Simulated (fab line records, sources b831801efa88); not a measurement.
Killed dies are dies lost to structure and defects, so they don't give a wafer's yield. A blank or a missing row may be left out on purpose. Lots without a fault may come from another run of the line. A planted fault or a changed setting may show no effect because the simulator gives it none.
Problem report in the 8D (eight disciplines) form, filled by code | flow gf180mcu | the parts of the form that need people (team, actions taken, sign-off) are left out

1. THE PROBLEM
cd_nm at GF_V5_CD_MEAS_14 reads a mean of 247.9 nm on 6 wafers of 2 lots; wafers without a fault read 259.7 nm with a standard deviation of 1.2. That is -9.8 standard deviations from the usual mean.
The step: target cd 260 nm.
First seen on wafer L375.1, day 31 01:04, on cd_sem-01. The record holds 36 wafers of 12 lots with a number at this step. Rule for "out", or "out of limits": more than 4 standard deviations from the usual mean. The other wafers with a number count as sound.

2. WHAT IT IS AND WHAT IT IS NOT
question                    | is                     | is not
which readings at this step | cd_nm                  | -
which lots                  | L375, L379             | L363, L364, L365, L366, L368, L373, L374, L376, L378, L385
which wafers of those lots  | all that have a number | -
read on which gauges        | cd_sem-01, cd_sem-02   | -
when                        | from day 31 01:04      | up to then (21 sound wafers); but 9 sound wafers of L376, L378, L385 came after

3. SUSPECTS, AND WHAT RULES EACH OUT
Counting: a tool at a process step up to the reading stays a suspect if it ran every lot that is out and no sound lot after the first of them.
- the gauge at GF_V5_CD_MEAS_14: ruled out. The wafers that are out were read on 2 gauges (cd_sem-01, cd_sem-02).
- krf_scanner-01 at GF_V5_EXPOSE_11 (exposes mask Via5, target cd 260 nm): kept. It ran every lot that is out, first L375 (day 30 16:02), and no sound lot after that; its last sound lot up to then is L374 (day 30 14:06). Its own readings are out on those wafers: exposure_dose_mJ_cm2.
Left after counting: krf_scanner-01 at GF_V5_EXPOSE_11.

4. THE CAUSE (what the simulator had put in)
Process parameter drift: krf_scanner-01, from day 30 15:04 on, at GF_V5_EXPOSE_11. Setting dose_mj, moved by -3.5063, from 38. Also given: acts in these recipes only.
Counting left only this tool.

5. THE CHAIN OF EFFECTS, in route order
Each row: a reading whose mean over the struck wafers that have a number lies more than 3 standard deviations from the usual. Only readings for which the record gives a usual standard deviation are gone through. hours: the time from each lot's start at the first step in this table that gives one to its start at this step, as a median over the lots. sigmas: the change in usual standard deviations.
hours | step             | reading              | usual    | on struck wafers | change | sigmas
0     | GF_V5_EXPOSE_11  | exposure_dose_mJ_cm2 | 37.96    | 34.83            | -3.13  | -68
9     | GF_V5_CD_MEAS_14 | cd_nm                | 259.7 nm | 247.9            | -11.8  | -9.8
The process steps in it:
- GF_V5_EXPOSE_11: exposes mask Via5, target cd 260 nm.
Later measuring or inspecting steps at which every struck wafer that the step has a row for has a number for every such reading, and none has moved that far: GF_V5_OVL_MEAS_15.

6. WHAT WOULD HAVE CAUGHT IT SOONER
In this record the first reading out of limits at a measuring or inspecting step was taken at day 31 01:04, 10 hours after the fault began at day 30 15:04.
The tool's own readings at GF_V5_EXPOSE_11 were out on every struck wafer that the step has a row for (exposure_dose_mJ_cm2): an alarm limit on them would have fired on the first of those.
Of the lots that are out (2), L379 began GF_V5_EXPOSE_11 on krf_scanner-01 after day 31 01:04. A hold on the tool at that time would have spared it.
